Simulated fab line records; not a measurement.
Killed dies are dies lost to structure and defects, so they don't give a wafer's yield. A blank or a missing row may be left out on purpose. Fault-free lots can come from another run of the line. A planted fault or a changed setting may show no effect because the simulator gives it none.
Which tool was responsible? / flow sfq-line / 13 lots with 39 wafers sampled at 3 steps, on a route of 325 steps

WHAT EACH GAUGE READ, for each wafer
SFQ_L0_RS_MEAS_901: uses a four-point probe to measure. Usual: L0_MONX_KI_RS gives 43.5 ohm/sq (standard deviation 0.45).
lot=L744; measured=day 1 12:35; on=film-metro-02; L0_MONX_KI_RS (ohm/sq)=43.3 43.5 43.8; flag=
lot=L746; measured=day 1 22:34; on=film-metro-03; L0_MONX_KI_RS (ohm/sq)=43.7 43.7 43.5; flag=
lot=L747; measured=day 2 03:35; on=film-metro-03; L0_MONX_KI_RS (ohm/sq)=42.9 44.0 43.7; flag=
lot=L748; measured=day 2 08:34; on=film-metro-02; L0_MONX_KI_RS (ohm/sq)=43.7 43.9 44.4; flag=
lot=L750; measured=day 2 19:24; on=film-metro-01; L0_MONX_KI_RS (ohm/sq)=44.0 43.5 44.1; flag=
lot=L751; measured=day 2 23:34; on=film-metro-02; L0_MONX_KI_RS (ohm/sq)=43.2 43.5 43.5; flag=
lot=L752; measured=day 3 04:35; on=film-metro-01; L0_MONX_KI_RS (ohm/sq)=43.8 44.1 43.9; flag=
lot=L754; measured=day 3 14:34; on=film-metro-01; L0_MONX_KI_RS (ohm/sq)=43.3 43.5 42.8; flag=
lot=L755; measured=day 3 19:37; on=film-metro-02; L0_MONX_KI_RS (ohm/sq)=43.3 43.5 42.7; flag=
lot=L760; measured=day 4 20:35; on=film-metro-01; L0_MONX_KI_RS (ohm/sq)=43.0 42.8 43.0; flag=
lot=L762; measured=day 5 06:34; on=film-metro-03; L0_MONX_KI_RS (ohm/sq)=43.3 23.6 43.2 43.1 23.6 43.2; flag=OFF
lot=L766; measured=day 6 02:34; on=film-metro-01; L0_MONX_KI_RS (ohm/sq)=43.5 44.2 43.5; flag=
lot=L767; measured=day 6 07:36; on=film-metro-03; L0_MONX_KI_RS (ohm/sq)=43.4 42.9 43.3; flag=

SFQ_L0_THK_MEAS_902: measures by xrf. Usual: L0_MONX_KI_THK gives 39.4 nm (standard deviation 0.45).
lot=L744; measured=day 1 12:41; on=film-metro-02; L0_MONX_KI_THK (nm)=39.8 39.3 39.4; flag=
lot=L746; measured=day 1 22:41; on=film-metro-03; L0_MONX_KI_THK (nm)=39.5 39.2 39.3; flag=
lot=L747; measured=day 2 03:41; on=film-metro-03; L0_MONX_KI_THK (nm)=39.6 39.0 39.0; flag=
lot=L748; measured=day 2 08:41; on=film-metro-02; L0_MONX_KI_THK (nm)=39.0 38.7 38.4; flag=
lot=L750; measured=day 2 19:31; on=film-metro-01; L0_MONX_KI_THK (nm)=38.7 39.0 38.5; flag=
lot=L751; measured=day 2 23:41; on=film-metro-02; L0_MONX_KI_THK (nm)=39.6 39.2 39.4; flag=
lot=L752; measured=day 3 04:41; on=film-metro-01; L0_MONX_KI_THK (nm)=39.0 38.8 38.6; flag=
lot=L754; measured=day 3 14:41; on=film-metro-01; L0_MONX_KI_THK (nm)=39.3 39.3 40.1; flag=
lot=L755; measured=day 3 19:43; on=film-metro-02; L0_MONX_KI_THK (nm)=39.5 39.5 40.1; flag=
lot=L760; measured=day 4 20:41; on=film-metro-01; L0_MONX_KI_THK (nm)=40.1 40.0 40.1; flag=
lot=L762; measured=day 5 12:13; on=film-metro-03; L0_MONX_KI_THK (nm)=39.8 72.5 39.6 39.7 72.7 39.9; flag=OFF
lot=L766; measured=day 6 02:41; on=film-metro-01; L0_MONX_KI_THK (nm)=39.3 38.8 39.2; flag=
lot=L767; measured=day 6 07:42; on=film-metro-03; L0_MONX_KI_THK (nm)=39.6 40.1 39.4; flag=

WHICH TOOL RAN EACH LOT (tool, then ch and the chambers of the sampled wafers, then the start)
lot=L744; SFQ_TRILAYER_L0_DEP_SPUTTER_003=pvd-sputter-05, day 1 12:29
lot=L746; SFQ_TRILAYER_L0_DEP_SPUTTER_003=pvd-sputter-05, day 1 22:29
lot=L747; SFQ_TRILAYER_L0_DEP_SPUTTER_003=pvd-sputter-06, day 2 03:29
lot=L748; SFQ_TRILAYER_L0_DEP_SPUTTER_003=pvd-sputter-04, day 2 08:29
lot=L750; SFQ_TRILAYER_L0_DEP_SPUTTER_003=pvd-sputter-06, day 2 19:18
lot=L751; SFQ_TRILAYER_L0_DEP_SPUTTER_003=pvd-sputter-05, day 2 23:29
lot=L752; SFQ_TRILAYER_L0_DEP_SPUTTER_003=pvd-sputter-04, day 3 04:29
lot=L754; SFQ_TRILAYER_L0_DEP_SPUTTER_003=pvd-sputter-06, day 3 14:29
lot=L755; SFQ_TRILAYER_L0_DEP_SPUTTER_003=pvd-sputter-06, day 3 19:29
lot=L760; SFQ_TRILAYER_L0_DEP_SPUTTER_003=pvd-sputter-04, day 4 20:29
lot=L762; SFQ_TRILAYER_L0_DEP_SPUTTER_003=pvd-sputter-04, day 5 06:29
lot=L766; SFQ_TRILAYER_L0_DEP_SPUTTER_003=pvd-sputter-06, day 6 02:29
lot=L767; SFQ_TRILAYER_L0_DEP_SPUTTER_003=pvd-sputter-05, day 6 07:29
- SFQ_TRILAYER_L0_DEP_SPUTTER_003: material MoNx KI, target thk 40 nm, time 100 s.

WHAT THE TOOLS THEMSELVES READ (means of the sampled wafers that have a number; where no wafer has one, the mark that the record gives instead)
SFQ_TRILAYER_L0_DEP_SPUTTER_003. Usual: chamber-pressure-pa 0.4001 Pa, standard deviation 0.00078; throttle-valve-pct 29.7 %, standard deviation 0.9.
lot=L744; tool=pvd-sputter-05; chamber-pressure-pa (Pa)=0.4009; throttle-valve-pct (%)=29.2; flag=
lot=L746; tool=pvd-sputter-05; chamber-pressure-pa (Pa)=0.4000; throttle-valve-pct (%)=29.1; flag=
lot=L747; tool=pvd-sputter-06; chamber-pressure-pa (Pa)=0.3995; throttle-valve-pct (%)=29.7; flag=
lot=L748; tool=pvd-sputter-04; chamber-pressure-pa (Pa)=0.4005; throttle-valve-pct (%)=30.5; flag=
lot=L750; tool=pvd-sputter-06; chamber-pressure-pa (Pa)=0.3997; throttle-valve-pct (%)=29.7; flag=
lot=L751; tool=pvd-sputter-05; chamber-pressure-pa (Pa)=0.3991; throttle-valve-pct (%)=29.2; flag=
lot=L752; tool=pvd-sputter-04; chamber-pressure-pa (Pa)=0.4002; throttle-valve-pct (%)=30.7; flag=
lot=L754; tool=pvd-sputter-06; chamber-pressure-pa (Pa)=0.4001; throttle-valve-pct (%)=29.7; flag=
lot=L755; tool=pvd-sputter-06; chamber-pressure-pa (Pa)=0.4011; throttle-valve-pct (%)=29.3; flag=
lot=L760; tool=pvd-sputter-04; chamber-pressure-pa (Pa)=0.4000; throttle-valve-pct (%)=29.6; flag=
lot=L762; tool=pvd-sputter-04; chamber-pressure-pa (Pa)=0.4006; throttle-valve-pct (%)=30.1; flag=
lot=L766; tool=pvd-sputter-06; chamber-pressure-pa (Pa)=0.3999; throttle-valve-pct (%)=29.5; flag=
lot=L767; tool=pvd-sputter-05; chamber-pressure-pa (Pa)=0.4006; throttle-valve-pct (%)=29.1; flag=

THE ANSWER, worked out from the rows above alone
Rule: a lot is off if the mean of its wafers that have a number lies more than 3 standard deviations from the usual mean. A lot without any number at a reading at which 4 lots or more have one is off too. The other lots that the step has rows for count as sound. Order of review: gauges by route order, followed by the tools' own readings, for which a lot's mean as printed above is used. At the first step where some lot is off, the reading lying furthest off is the one used; lots without a number count as furthest.
Off: L762, seen at SFQ_L0_RS_MEAS_901 (L0_MONX_KI_RS).
If a tool, at a process step before that reading, ran all the lots that are off and no sound lot after the first of them, it fits. Those tools and the gauges at SFQ_L0_RS_MEAS_901 are tried in the same way. One fits: pvd-sputter-04 at SFQ_TRILAYER_L0_DEP_SPUTTER_003. A fault onset in the window from L760 (day 4 20:29, its last sound lot) to L762 (day 5 06:29, its first lot off) fits.

WHAT WAS PUT IN BY THE SIMULATOR
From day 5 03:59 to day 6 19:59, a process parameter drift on pvd-sputter-04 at SFQ_TRILAYER_L0_DEP_SPUTTER_003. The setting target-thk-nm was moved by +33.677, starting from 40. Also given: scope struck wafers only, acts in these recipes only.
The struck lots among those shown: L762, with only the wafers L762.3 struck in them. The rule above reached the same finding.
